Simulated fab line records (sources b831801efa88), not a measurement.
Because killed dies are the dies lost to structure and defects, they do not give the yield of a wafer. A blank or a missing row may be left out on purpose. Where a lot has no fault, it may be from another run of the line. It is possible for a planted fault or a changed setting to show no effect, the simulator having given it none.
2 desks, one fault -- flow gf180mcu -- each desk holds nothing but its own numbers, with what lay behind them at the end

## THE METROLOGY DESK
What the gauges read, lot by lot, whatever tool the lot ran on: means of the sampled wafers that have a number. A lot is out of limits, marked OUT, if its mean lies more than 4 standard deviations from the usual mean; the brackets give that distance.
Columns: A = cd_nm at GF_POLY_GATE_CD_MEAS_18, usual 280.0 nm; B = HV_LDD_02_OVL at GF_HV_LDD_OVL_MEAS_32, usual -0.6 nm; C = HV_LDD_RS at GF_HV_LDD_RS_MEAS_53, usual 418.0 ohm/sq
lot,first seen here,A,B,C
L827,day 9 03:01,279.7,-0.3,418.0
L828,day 9 06:20,280.6,-1.7,416.9
L829,day 9 17:07,278.2,-0.3,419.1
L830,day 10 03:13,279.0,2.7,418.0
L831,day 10 07:06,278.2,-0.6,417.1
L832,day 10 12:57,277.7,-1.7,417.9
L837,day 12 01:49,278.1,-2.0,418.4
L844,day 14 13:26,281.0,0.5,418.2
L845,day 14 18:32,280.2,-0.3,419.6
L847,day 15 12:14,278.9,-0.9,418.6
L848,day 15 18:31,279.8,-0.3,418.5
L849,day 15 22:47,281.8,-0.3,418.3
L850,day 16 09:14,282.4,-0.0,417.8
Result from this desk: across the 13 lots, nothing is out of limits.

## DESK OF THE TOOL OWNER: litho_track-01
The tool's own readings at GF_HV_LDD_COAT_41 (resist thk 1000 nm): means of the sampled wafers that have a number, for each lot that ran on this tool. A lot is out of limits, marked OUT, if its mean lies more than 4 standard deviations from the usual mean; the brackets give that distance.
Columns: A = dispense_pressure_kPa at GF_HV_LDD_COAT_41, usual 50 kPa
lot,first seen here,A
L830,day 12 21:13,49
L831,day 13 02:46,49
L832,day 13 09:25,49
L837,day 15 02:00,49
L847,day 18 21:03,49
L848,day 19 03:19,49
Result from this desk: across the 6 lots, nothing is out of limits.

## ALL TOGETHER
Nothing out of limits was seen by the metrology desk.
The tool owner's desk saw nothing out of limits.

## WHAT THE SIMULATOR HAD PUT IN
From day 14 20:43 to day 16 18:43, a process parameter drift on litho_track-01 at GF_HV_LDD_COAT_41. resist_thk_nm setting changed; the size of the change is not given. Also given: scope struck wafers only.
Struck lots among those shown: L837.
